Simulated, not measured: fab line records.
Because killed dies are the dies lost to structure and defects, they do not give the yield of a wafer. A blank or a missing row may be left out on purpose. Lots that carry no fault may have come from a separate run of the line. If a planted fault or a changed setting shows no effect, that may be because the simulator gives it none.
Comparing a struck lot with a sound one || flow sky130 || 27 steps out of a route of 708
Sound: these wafers, L730.1, L730.3, L730.4. Wafers L734.3, L734.4, L734.5 were the ones struck. The cause is given at the end.
Each step with rows lists, per side, the tool, then ch with its chambers, then its first start. Under that, the readings that differ: sound wafers || struck wafers || difference of the means || sigmas: that difference in standard deviations of wafers without a fault.
alike: readings whose means differ by less than 2 such deviations, and words and numbers that are the same on both sides. not compared: withheld readings, readings that some wafer has no value for, bounds like >300 that may hide the same value, and numbers for which the record gives no deviation and whose values overlap.
Wherever a step has rows on one side only, a row that says differs or no value, or a row with sigmas, the two part there. When numbers do not overlap yet have no deviation, they are printed without sigmas and do not part them. A reading missing from all wafers of one side parts the sides only when that side holds two or more wafers.

first, 10 steps without rows for these wafers: SKY_VIA1_ETCH_15 (etches SiO2 in C4F8/O2/Ar, stops on TiN, target depth 351 nm, time 54 s); SKY_VIA1_STRIP_16 (strips in O2/N2); SKY_VIA1_STRIP_17 (strips in post etch residue remover, time 1200 s); SKY_VIA1_CLEAN_18 (cleans in IPA, time 180 s); SKY_VIA1_CLEAN_19 (cleans in O3/DIW); SKY_VIA1_SPUTTER_20 (material TiN, target thk 20 nm, time 80 s); SKY_VIA1_CVD_21 (deposits W, target thk 270 nm, time 80.902 s); SKY_VIA1_CMP_24 (polishes, stops on SiO2, t overpolish 15 s, target thk 0 nm); SKY_METAL2_SPUTTER_00 (material Ti, target thk 15 nm, time 10 s); SKY_METAL2_SPUTTER_01 (material TiN, target thk 20 nm, time 16.7 s).
SKY_METAL2_SPUTTER_02: material AlCu, target thk 250 nm, time 13.3 s.
  sound on pvd_sputter-04, day 36 22:50; struck on pvd_sputter-04, day 37 18:08
{"reading": "chamber_pressure_pa (Pa)", "sound": "0.3995 0.3995 0.3997", "struck": "0.3265 0.3282 0.3262", "difference": -0.0726, "sigmas": -97}
{"reading": "throttle_valve_pct (%)", "sound": "29.9 30.0 27.2", "struck": "30.4 34.3 30.1", "difference": "+2.6", "sigmas": "+3"}
{"reading": "model.AlCu_of_METAL2_SPUTTER_02.thk_nm (nm)", "sound": "250.8 248.3 250.7", "struck": "260.6 259.2 259", "difference": "+9.7", "sigmas": ""}
then, 2 steps without rows for these wafers: SKY_METAL2_SPUTTER_03 (material Ti, target thk 5 nm, time 3.3 s); SKY_METAL2_SPUTTER_04 (material TiN, target thk 70 nm, time 58.3 s).
SKY_METAL2_RS_MEAS_05: measurement is done with a four-point probe.
  sound on film_metro-01, day 36 22:55; struck on film_metro-01, day 37 18:34
{"reading": "METAL2_ALCU_RS (ohm/sq)", "sound": "0.1262 0.1278 0.1265", "struck": "0.1200 0.1207 0.1207", "difference": -0.0064, "sigmas": -5}
  not compared: hold
SKY_METAL2_THK_MEAS_06: measures by xrf.
  sound on film_metro-01, day 36 23:02; struck on film_metro-01, day 37 20:49
{"reading": "METAL2_ALCU_THK (nm)", "sound": "253 248 251", "struck": "261 257 257", "difference": "+8", "sigmas": "+2"}
  not compared: hold
then, 9 steps without rows for these wafers: SKY_METAL2_HMDS_08 (prime time 60 s); SKY_METAL2_COAT_09 (resist thk 60 nm); SKY_METAL2_COAT_10 (resist thk 450 nm); SKY_METAL2_SOFTBAKE_11 (time 90 s); SKY_METAL2_EXPOSE_12 (exposes mask MM2, target cd 140 nm); SKY_METAL2_PEB_13; SKY_METAL2_DEVELOP_14 (develop time 60 s); SKY_METAL2_DESCUM_17 (chemistry O2, time 8 s); SKY_METAL2_ETCH_18 (etches BARC in N2/H2, stops on SiO2, time 45.9 s, target depth 60 nm).
SKY_METAL2_METAL_ETCH_19: etches the open film in Cl2/BCl3, stops on SiO2, target depth 360 nm, time 78 s.
  sound on rie_metal-01 ch 0,1, day 38 00:33; struck on rie_metal-03 ch 0,1, day 38 20:32
{"reading": "oes_product_au (a.u.)", "sound": "0.851 0.853 0.848", "struck": "0.842 0.832 0.841", "difference": -0.012, "sigmas": -2}
{"reading": "model.etch.depth_nm (nm)", "sound": "361.2 359.1 360.5", "struck": "354.9 353.3 353.5", "difference": -6.4, "sigmas": ""}
{"reading": "model.METAL2.feature_depth_nm (nm)", "sound": "361.2 359 360.5", "struck": "354.9 353.3 353.5", "difference": -6.3, "sigmas": ""}
  alike: chamber_pressure_mTorr, drypump_motor_current_A, throttle_valve_pct
  not compared: rf_hours_counter_h
then, 1 step without rows for these wafers: SKY_METAL2_STRIP_20 (strips in O2/N2).
-- the record jumps here: 10 days lie between the struck wafers' starts before and after (it left off in module METAL2 and takes up again in module PAD_OPEN, whose first step shown is number 708 of the route) --
SKY_PAD_OPEN_PROBE_99:
  sound on prober-02, day 48 02:12; struck on prober-01, day 48 14:20
{"reading": "killed_at_M4_up", "sound": "1 3 0", "struck": "10 1 4", "difference": "+4", "sigmas": "+2"}
{"reading": "model.etest.met2.line_ohm_um", "sound": "0.9209 0.9212 0.9208", "struck": "0.8987 0.888 0.9031", "difference": -0.0244, "sigmas": ""}
{"reading": "model.etest.met2.rs_ohm_sq", "sound": "0.1285 0.13 0.1287", "struck": "0.1218 0.1233 0.1241", "difference": -0.0060, "sigmas": ""}
  alike: defect_limited_yield, killed_at_M0_to_M3, killed_at_contacts, killed_at_front_end, killed_at_other, killed_dies, killed_on_rim, killed_open, killed_short, sort_bin_3_pad_short, sort_bin_5_function, sort_bin_6_memory, sort_n_pass, sort_yield_pct

## WHERE THEY PART
Earliest at SKY_METAL2_SPUTTER_02; latest, in this record, at SKY_PAD_OPEN_PROBE_99.

WHY: whatever the simulator had introduced
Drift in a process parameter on pvd_sputter-04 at SKY_METAL2_SPUTTER_02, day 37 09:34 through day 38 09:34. Setting chamber_pressure_pa, moved by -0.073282, from 0.4. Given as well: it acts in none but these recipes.
